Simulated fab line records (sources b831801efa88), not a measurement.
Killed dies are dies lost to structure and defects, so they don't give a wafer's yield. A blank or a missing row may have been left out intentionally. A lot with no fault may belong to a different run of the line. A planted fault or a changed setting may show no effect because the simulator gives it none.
Which of the tools did it?    flow sfq_line    7 lots (21 wafers sampled), 1 step of a 325-step route

WHAT THE GAUGES SHOWED, per wafer
SFQ_I1_BOW_MEAS_912.
lot   measured      on             I1_BOW (um)
L879  day 17 04:50  film_metro-01  -6 5 -15
L883  day 24 06:09  film_metro-04  7 -4 -2
L885  day 26 05:56  film_metro-01  -5 -4 -8
L887  day 27 00:56  film_metro-04  3 -6 10
L894  day 28 21:36  film_metro-03  11 4 9
L896  day 29 04:11  film_metro-03  0 -10 4
L898  day 29 10:16  film_metro-01  30 16 3

TOOL THAT RAN EACH LOT (tool first, then ch and the chambers of the sampled wafers, then the start)
Record: no process step prior to these readings.

THE ANSWER, worked out from the rows above alone
Rule: usual is defined by the lots themselves. The widest of any qualifying gaps counts: lots, ordered by their means at a reading, are off when they make up no more than a third of the lots, leave a main group of 4 or more, and stand apart from it by 3 or more times the standard deviation of that group's means. If all means in a main group match to the digits the tables above print for the reading, that group is not used. Also off: a lot with no number at a reading for which 4 or more lots have one. Where the step has rows for the other lots, those lots are counted as sound.
No lot is off on any of the readings shown, so nothing can be concluded from this.

WHAT THE SIMULATOR HAD PUT IN
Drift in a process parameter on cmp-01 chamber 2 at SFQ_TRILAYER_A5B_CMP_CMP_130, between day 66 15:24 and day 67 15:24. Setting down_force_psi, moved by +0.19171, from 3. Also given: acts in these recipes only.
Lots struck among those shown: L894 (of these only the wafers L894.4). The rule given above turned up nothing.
